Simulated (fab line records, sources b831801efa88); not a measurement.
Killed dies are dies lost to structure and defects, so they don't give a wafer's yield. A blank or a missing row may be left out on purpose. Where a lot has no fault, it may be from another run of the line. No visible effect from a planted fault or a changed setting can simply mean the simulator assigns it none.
fab line records	flow sky130
record: lots: 12	wafers: 36	lastDay: 50
route steps=708 shown FIELD_ISO@26 DNWELL@44 NWELL@66 VT_ADJUST_HVTR@141 PAD_OPEN@708
lots that met no fault: taken from a fault-free run of the same line
startH: start of the lot's first displayed wafer, in hours after the record's first day	waitH: hours from the lot's prior step to this one	" unchanged from the row above	L1.1+2: one row covering several wafers at once	- no value, or no start was given	* or withheld: withheld	< > ~ a bound
route shown NAME@n: a module of which the file shows steps, and the number in the route of the first	usual: average and standard deviation across the fault-free wafers	same: alike in all rows	chamber/n: place in a boat	sites: readings site by site	_std_site: the standard deviation of these	_edge_site: the outer-site mean with the inner-site mean subtracted	radiusMm: for every site, how far away it sits from the centre of the wafer	mask NAME#n: copy n	behind: tool/chamber where the wafer was last shaped	hold: why the lot was held/for how many hours/how that ended	device: transistor that didn't switch, given as n, p or np	end of line: the same wafers' tests at the end of the route	a step with no rows: only its recipe	killed: the dies lost at the first sort to structure and to defects; this is not the yield of the wafer	map: a wafer's dies, x killed, . not, _ none there
set.NAME: setting as actually run; set.NAME@STEP: the setting as run at that earlier step	model.NAME: the simulator's own value behind a step, which no gauge read
route steps across a sampled set of lots; one table per step, one row per wafer
services: the hour from which a tool's chamber was out of use, counted from the record's first day as startH (under 0 if before that day), plus the number of hours and why
== steps ==
step: SKY_FIELD_ISO_THK_MEAS_25
recipe: reads: SiO2_of_FIELD_ISO_CVD_24
usual: FIELD_ISO_CVD_24_THK: 595/7.3
lot.wafer	tool	chamber	startH	waitH	FIELD_ISO_CVD_24_THK[nm]
L874.1	filmMetro-04	-	41.25	0.0	582
L874.5	"	-	"	"	603
L874.6	"	-	"	"	599
L875.2	filmMetro-04	-	47.91	0.0	600
L875.5	"	-	"	"	595
L875.6	"	-	"	"	606
L879.1	filmMetro-04	-	67.27	0.0	600
L879.2	"	-	"	"	589
L879.6	"	-	"	"	587
L882.2	filmMetro-01	-	82.38	0.0	600
L882.4	"	-	"	"	597
L882.6	"	-	"	"	602
L883.1	filmMetro-03	-	86.34	0.0	589
L883.4	"	-	"	"	593
L883.5	"	-	"	"	590
L885.3	filmMetro-04	-	100.88	0.1	607
L885.4	"	-	"	"	596
L885.6	"	-	"	"	592
L886.1	filmMetro-01	-	102.99	0.0	611
L886.4	"	-	"	"	608
L886.6	"	-	"	"	595
L890.1	filmMetro-03	-	123.59	0.0	599
L890.3	"	-	"	"	588
L890.4	"	-	"	"	593
L891.4	filmMetro-01	-	129.65	0.0	590
L891.5	"	-	"	"	588
L891.6	"	-	"	"	588
L892.2	filmMetro-03	-	135.30	0.0	584
L892.4	"	-	"	"	601
L892.6	"	-	"	"	582
L893.3	filmMetro-03	-	140.84	0.1	599
L893.4	"	-	"	"	589
L893.5	"	-	"	"	593
L894.4	filmMetro-01	-	146.03	0.0	599
L894.5	"	-	"	"	586
L894.6	"	-	"	"	591
step: SKY_DNWELL_TW_MEAS_09
usual: DNWELL_TW: 1101/9.5
lot.wafer	tool	chamber	startH	waitH	DNWELL_TW
L874.1	filmMetro-02	-	60.79	0.1	1096
L874.5	"	-	"	"	1088
L874.6	"	-	"	"	1091
L875.2	filmMetro-04	-	68.82	0.1	1100
L875.5	"	-	"	"	1102
L875.6	"	-	"	"	1103
L879.1	filmMetro-01	-	89.29	0.1	1111
L879.2	"	-	"	"	1102
L879.6	"	-	"	"	1104
L882.2	filmMetro-04	-	105.67	0.1	1106
L882.4	"	-	"	"	1106
L882.6	"	-	"	"	1104
L883.1	filmMetro-01	-	108.21	0.1	1106
L883.4	"	-	"	"	1103
L883.5	"	-	"	"	1110
L885.3	filmMetro-04	-	124.51	0.1	1097
L885.4	"	-	"	"	1103
L885.6	"	-	"	"	1099
L886.1	filmMetro-04	-	126.31	0.1	1094
L886.4	"	-	"	"	1101
L886.6	"	-	"	"	1097
L890.1	filmMetro-02	-	147.18	0.1	1090
L890.3	"	-	"	"	1089
L890.4	"	-	"	"	1091
L891.4	filmMetro-02	-	153.17	0.1	1080
L891.5	"	-	"	"	1081
L891.6	"	-	"	"	1077
L892.2	filmMetro-01	-	159.67	0.1	1107
L892.4	"	-	"	"	1111
L892.6	"	-	"	"	1111
L893.3	filmMetro-01	-	166.30	0.1	1107
L893.4	"	-	"	"	1105
L893.5	"	-	"	"	1110
L894.4	filmMetro-01	-	169.77	0.1	1116
L894.5	"	-	"	"	1112
L894.6	"	-	"	"	1113
step: SKY_NWELL_IMPLANT_13
recipe: species: P	energyKev: 50	doseCm2: 7e+11	tiltDeg: withheld
usual: doseIonsCm2: 6.997e+11/7.3e+08	faradayCurrentUA: 3.94/0.077
lot.wafer	tool	chamber	startH	waitH	doseIonsCm2	faradayCurrentUA
L874.1	implanter-03	0	94.23	0.1	7.007e+11	3.91
L874.5	"	0	"	"	7.008e+11	3.95
L874.6	"	0	"	"	7.001e+11	4.07
L875.2	implanter-04	0	103.22	0.1	6.995e+11	4.06
L875.5	"	0	"	"	6.988e+11	4.01
L875.6	"	0	"	"	6.998e+11	4.04
L879.1	implanter-03	0	126.38	0.1	7.001e+11	3.90
L879.2	"	0	"	"	6.989e+11	3.89
L879.6	"	0	"	"	7e+11	3.91
L882.2	implanter-03	0	143.42	0.1	6.991e+11	3.98
L882.4	"	0	"	"	6.996e+11	4.05
L882.6	"	0	"	"	6.998e+11	3.90
L883.1	implanter-03	0	146.35	0.1	7.006e+11	4.03
L883.4	"	0	"	"	6.994e+11	4.05
L883.5	"	0	"	"	6.987e+11	3.95
L885.3	implanter-04	0	163.93	0.1	6.987e+11	4.08
L885.4	"	0	"	"	6.985e+11	3.94
L885.6	"	0	"	"	6.98e+11	4.03
L886.1	implanter-03	0	165.65	0.1	6.99e+11	3.87
L886.4	"	0	"	"	7.001e+11	3.99
L886.6	"	0	"	"	6.995e+11	3.99
L890.1	implanter-03	0	187.68	0.1	6.991e+11	3.99
L890.3	"	0	"	"	7.001e+11	3.94
L890.4	"	0	"	"	7.004e+11	3.90
L891.4	implanter-04	0	194.75	0.1	4.172e+11	2.35
L891.5	"	0	"	"	4.157e+11	2.28
L891.6	"	0	"	"	4.167e+11	2.42
L892.2	implanter-02	0	200.75	0.1	6.996e+11	3.88
L892.4	"	0	"	"	6.995e+11	3.97
L892.6	"	0	"	"	6.996e+11	3.88
L893.3	implanter-03	0	208.28	0.1	6.993e+11	3.87
L893.4	"	0	"	"	7.007e+11	3.96
L893.5	"	0	"	"	7.002e+11	3.95
L894.4	implanter-04	0	211.85	0.1	4.162e+11	2.40
L894.5	"	0	"	"	4.155e+11	2.40
L894.6	"	0	"	"	4.163e+11	2.32
step: SKY_NWELL_RS_MEAS_29
recipe: thkMeasGauge: four-point-probe
usual: NWELL_RS: 625.0/1.6
lot.wafer	tool	chamber	startH	waitH	NWELL_RS[ohm/sq]
L874.1	filmMetro-02	-	112.96	0.1	624.6
L874.5	"	-	"	"	622.4
L874.6	"	-	"	"	622.5
L875.2	filmMetro-01	-	121.61	0.1	624.9
L875.5	"	-	"	"	624.2
L875.6	"	-	"	"	626.2
L879.1	filmMetro-04	-	145.81	0.1	626.1
L879.2	"	-	"	"	626.5
L879.6	"	-	"	"	626.4
L882.2	filmMetro-04	-	164.03	0.1	624.8
L882.4	"	-	"	"	626.0
L882.6	"	-	"	"	625.1
L883.1	filmMetro-02	-	167.69	0.1	626.0
L883.4	"	-	"	"	627.6
L883.5	"	-	"	"	626.0
L885.3	filmMetro-04	-	184.88	0.1	624.5
L885.4	"	-	"	"	623.9
L885.6	"	-	"	"	625.0
L886.1	filmMetro-04	-	186.54	0.1	624.4
L886.4	"	-	"	"	625.4
L886.6	"	-	"	"	624.0
L890.1	filmMetro-02	-	209.64	0.1	624.3
L890.3	"	-	"	"	623.5
L890.4	"	-	"	"	626.9
L891.4	filmMetro-01	-	217.12	0.1	635.5
L891.5	"	-	"	"	634.6
L891.6	"	-	"	"	635.9
L892.2	filmMetro-04	-	223.86	0.1	625.8
L892.4	"	-	"	"	629.4
L892.6	"	-	"	"	627.4
L893.3	filmMetro-04	-	230.93	0.1	623.6
L893.4	"	-	"	"	623.6
L893.5	"	-	"	"	625.2
L894.4	filmMetro-01	-	235.00	0.1	634.4
L894.5	"	-	"	"	633.6
L894.6	"	-	"	"	634.7
step: SKY_VT_ADJUST_HVTR_STRIP_10
recipe: chemistry: O2/N2	powerW: 1400	pressureMtorr: 1500	platenTempC: withheld	o2FlowSccm: 3000	n2FlowSccm: 300	overashFraction: 0.5
usual: drypumpMotorCurrentA: 5.88/0.29	oesProductAu: 0.715/0.0048	stripTimeToEndpointS: 14.17/0.049
lot.wafer	tool	chamber	startH	waitH	drypumpMotorCurrentA	oesProductAu	rfHoursCounterH	stripTimeToEndpointS
L874.1	plasmaAsher-03	1	214.32	0.1	6.02	0.709	53	14.21
L874.5	"	0	"	"	5.56	0.716	-	14.21
L874.6	"	1	"	"	6.04	0.718	-	14.23
L875.2	plasmaAsher-02	1	224.97	0.1	6.15	0.716	10	14.12
L875.5	"	0	"	"	5.50	0.708	-	14.09
L875.6	"	1	"	"	6.18	0.715	-	14.13
L879.1	plasmaAsher-03	0	255.15	0.1	5.56	0.718	57	14.21
L879.2	"	1	"	"	6.04	0.717	57	14.18
L879.6	"	1	"	"	6.01	0.719	-	14.22
L882.2	plasmaAsher-02	1	273.92	0.1	6.15	0.716	15	14.22
L882.4	"	0	"	"	5.50	0.715	-	14.21
L882.6	"	1	"	"	6.13	0.717	-	14.17
L883.1	plasmaAsher-04	1	281.00	0.1	5.91	0.718	60	14.26
L883.4	"	0	"	"	6.23	0.711	-	14.22
L883.5	"	1	"	"	5.93	0.706	-	14.23
L885.3	plasmaAsher-04	1	301.30	0.1	5.93	0.712	-	14.20
L885.4	"	0	"	"	6.26	0.714	-	14.24
L885.6	"	0	"	"	6.24	0.713	-	14.25
L886.1	plasmaAsher-03	0	302.97	0.1	5.54	0.723	62	14.14
L886.4	"	0	"	"	5.58	0.715	-	14.15
L886.6	"	0	"	"	5.60	0.719	-	14.12
L890.1	plasmaAsher-03	0	331.67	0.1	5.57	0.717	65	14.20
L890.3	"	1	"	"	6.04	0.716	-	14.18
L890.4	"	0	"	"	5.57	0.720	-	14.21
L891.4	plasmaAsher-03	1	340.08	0.1	6.08	0.712	-	14.22
L891.5	"	1	"	"	6.04	0.718	-	14.22
L891.6	"	0	"	"	5.56	0.711	-	14.22
L892.2	plasmaAsher-02	0	349.17	0.1	5.51	0.713	22	14.19
L892.4	"	0	"	"	5.51	0.723	-	14.20
L892.6	"	1	"	"	6.14	0.706	-	14.19
L893.3	plasmaAsher-02	1	358.43	0.1	6.13	0.715	-	14.15
L893.4	"	0	"	"	5.48	0.712	-	14.20
L893.5	"	0	"	"	5.49	0.723	-	14.13
L894.4	plasmaAsher-02	0	363.70	0.1	5.48	0.715	-	14.19
L894.5	"	0	"	"	5.50	0.720	-	14.18
L894.6	"	1	"	"	6.13	0.711	-	14.16
step: SKY_PAD_OPEN_PROBE_99
usual: killed_at_M0_to_M3: 43/6.7	killed_at_M4_up: 3.0/1.9	killedAtContacts: 25/5.4	killedAtFrontEnd: 16/4.5	killedAtOther: 0.4/0.62	killedDies: 87/9.6	killedOpen: 47/7	killedShort: 39/6.1
same: grossDies: 492	killedAtBackSide: 0
lot.wafer	tool	chamber	startH	waitH	killed_at_M0_to_M3	killed_at_M4_up	killedAtContacts	killedAtFrontEnd	killedAtOther	killedDies	killedOpen	killedShort
L890.1	prober-01	-	1173.81	0.1	49	1	24	18	0	92	52	40
L890.3	prober-01	-	1173.91	0.2	45	2	23	18	0	88	43	45
L890.4	prober-01	-	1173.96	0.2	42	1	19	23	0	85	50	35
killed by level:class
L890.1 VIA2:geometricParticle:open=11 CONTACT:geometricParticle:open=9 VIA1:geometricParticle:open=9 METAL2:geometricParticle:short=7 METAL3:geometricParticle:short=6 LI_CONTACT:geometricParticle:open=6 FIELD_ISO:geometricParticle:short=5 FIELD_ISO:geometricParticle:open=4
L890.3 LI_CONTACT:geometricParticle:open=7 VIA1:geometricParticle:open=7 FIELD_ISO:geometricParticle:open=6 CONTACT:geometricParticle:open=6 METAL2:geometricParticle:short=6 METAL3:geometricParticle:short=6 VIA3:geometricParticle:open=6 FIELD_ISO:geometricParticle:short=5
L890.4 CONTACT:geometricParticle:open=10 METAL2:geometricParticle:short=9 FIELD_ISO:geometricParticle:short=7 POLY_GATE:geometricParticle:open=7 VIA1:geometricParticle:open=7 VIA3:geometricParticle:open=7 FIELD_ISO:geometricParticle:open=5 LI_CONTACT:geometricParticle:open=5
== services ==
tool	chamber	startH	hours	kind
plasmaAsher-02	-	108.75	9.0	pm
plasmaAsher-02	0	108.75	9.0	ventCycle
plasmaAsher-02	1	108.75	9.0	ventCycle
plasmaAsher-02	0	117.75	-	clean
plasmaAsher-02	1	117.75	-	clean
plasmaAsher-03	-	122.20	0.8	repair
implanter-04	-	134.32	3.7	pm
implanter-03	-	151.66	4.1	pm
plasmaAsher-02	-	158.44	6.1	repair
plasmaAsher-02	-	159.31	2.5	repair
implanter-03	-	170.66	1.7	repair
plasmaAsher-04	-	186.73	5.8	repair
plasmaAsher-02	-	203.66	2.8	pm
implanter-03	-	211.46	4.1	pm
implanter-02	-	216.04	1.7	repair
implanter-02	-	216.10	1.3	repair
implanter-03	-	219.24	5.8	repair
implanter-04	-	280.97	12.1	pm
plasmaAsher-04	-	282.53	11.8	repair
plasmaAsher-02	-	299.74	11.8	repair
implanter-02	-	310.55	3.0	pm
implanter-04	-	336.84	37.7	pm
plasmaAsher-03	-	344.08	1.0	repair
plasmaAsher-03	-	357.29	2.8	pm
== key ==
firstSign: step: SKY_NWELL_IMPLANT_13	reading: doseIonsCm2	direction: down	sigmas: 99+	usual: *	struck: *
effect: step: SKY_NWELL_IMPLANT_13	reading: faradayCurrentUA	direction: down	sigmas: 21	usual: 3.94	struck: 2.36
effect: step: SKY_NWELL_RS_MEAS_29	reading: NWELL_RS	direction: up	sigmas: 6	usual: 625.0	struck: 634.8
metAt SKY_NWELL_IMPLANT_13
struckLots L891,L894
testerLeftOut L891,L894
notActingAt SKY_FIELD_ISO_THK_MEAS_25,SKY_DNWELL_TW_MEAS_09,SKY_VT_ADJUST_HVTR_STRIP_10
onsetBetween 163.93 194.75
fault: kind: processParameterDrift	tool: implanter-04	chamber: -	onsetH: 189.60	steps: SKY_NWELL_IMPLANT_13	channel: doseCm2	offset: *	shape: step	endH: 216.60	actsIn: *	stated: *
testerLeftOut: of these lots the tester's yield and bins aren't shown, on N5 and GAA mostly nor the transistor test; their killed dies are dies lost to structure and defects alone, not to doping, threshold or leakage, so they don't give the yield
